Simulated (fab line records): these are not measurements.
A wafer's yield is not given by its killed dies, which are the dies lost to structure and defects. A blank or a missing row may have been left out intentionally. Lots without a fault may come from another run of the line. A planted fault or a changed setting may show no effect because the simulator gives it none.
Chamber matching :: flow gf180mcu :: cmp-02 running GF_V4_CMP_26: 4 sister chambers
The step polishes, stops on SiO2, t overpolish 15 s, target thk 0 nm. 15 wafers are shown with their chamber, then 7 later ones without.

WAFERS, EACH WITH ITS CHAMBER
wafer: L759.1
chamber: 3
motorCurrentA (A): 12.9
timeToEndpointS (s): 81

wafer: L759.3
chamber: 1
motorCurrentA (A): 14.6
timeToEndpointS (s): 79

wafer: L759.5
chamber: 3
motorCurrentA (A): 13.5
timeToEndpointS (s): 84

wafer: L760.3
chamber: 0
motorCurrentA (A): 13.8
timeToEndpointS (s): 86

wafer: L760.4
chamber: 2
motorCurrentA (A): 10.0
timeToEndpointS (s): 92

wafer: L760.5
chamber: 3
motorCurrentA (A): 13.0
timeToEndpointS (s): 85

wafer: L761.2
chamber: 0
motorCurrentA (A): 14.0
timeToEndpointS (s): 87

wafer: L761.5
chamber: 1
motorCurrentA (A): 14.3
timeToEndpointS (s): 81

wafer: L761.6
chamber: 0
motorCurrentA (A): 13.1
timeToEndpointS (s): 88

wafer: L764.1
chamber: 0
motorCurrentA (A): 12.6
timeToEndpointS (s): 84

wafer: L764.2
chamber: 3
motorCurrentA (A): 13.0
timeToEndpointS (s): 83

wafer: L764.5
chamber: 3
motorCurrentA (A): 13.4
timeToEndpointS (s): 83

wafer: L766.1
chamber: 3
motorCurrentA (A): 12.6
timeToEndpointS (s): 88

wafer: L766.4
chamber: 0
motorCurrentA (A): 13.8
timeToEndpointS (s): 87

wafer: L766.5
chamber: 1
motorCurrentA (A): 14.3
timeToEndpointS (s): 81

SIGNATURES (means of the wafers above)
reading: motorCurrentA
chamber 0: 13.460
chamber 1: 14.400
chamber 2: 10.000
chamber 3: 13.067
scatter within a chamber: 0.427

reading: timeToEndpointS
chamber 0: 86.40
chamber 1: 80.33
chamber 2: 92.00
chamber 3: 84.00
scatter within a chamber: 1.9
Rule: a wafer's distance from a chamber is the root of the sum, over the readings, of the square of ((its reading less the chamber's mean) divided by the reading's scatter). The wafer belongs to the nearest chamber; if the next one is less than 2 further off, it can't be placed. The scatter is the square root of a quotient: the sum, over the shown wafers, of each reading's squared deviation from its chamber's mean, divided by wafers minus chambers.

WAFERS WITHOUT THEIR CHAMBER
wafer: L767.1
motorCurrentA (A): 10.6
timeToEndpointS (s): 90

wafer: L767.2
motorCurrentA (A): 13.4
timeToEndpointS (s): 76

wafer: L767.3
motorCurrentA (A): 13.8
timeToEndpointS (s): 85

wafer: L771.6
motorCurrentA (A): 14.2
timeToEndpointS (s): 98

wafer: L781.1
motorCurrentA (A): 13.2
timeToEndpointS (s): 85

wafer: L781.4
motorCurrentA (A): 10.5
timeToEndpointS (s): 94

wafer: L781.5
motorCurrentA (A): 13.5
timeToEndpointS (s): 86

THE CHAMBER EACH PASSED THROUGH
wafer: L767.1
from the rows above: 2
in truth: 2

wafer: L767.2
from the rows above: can't be placed: 1 or 3
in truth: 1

wafer: L767.3
from the rows above: can't be placed: 0 or 3 or 1
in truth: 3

wafer: L771.6
from the rows above: can't be placed: 0 or 3
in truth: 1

wafer: L781.1
from the rows above: can't be placed: 3 or 0
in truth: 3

wafer: L781.4
from the rows above: 2
in truth: 2

wafer: L781.5
from the rows above: can't be placed: 0 or 3
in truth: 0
Correct placement for 2 of the 7. From these rows, 5 cannot be placed; in 4 the true chamber is one of the candidates. 0 placed wrongly.
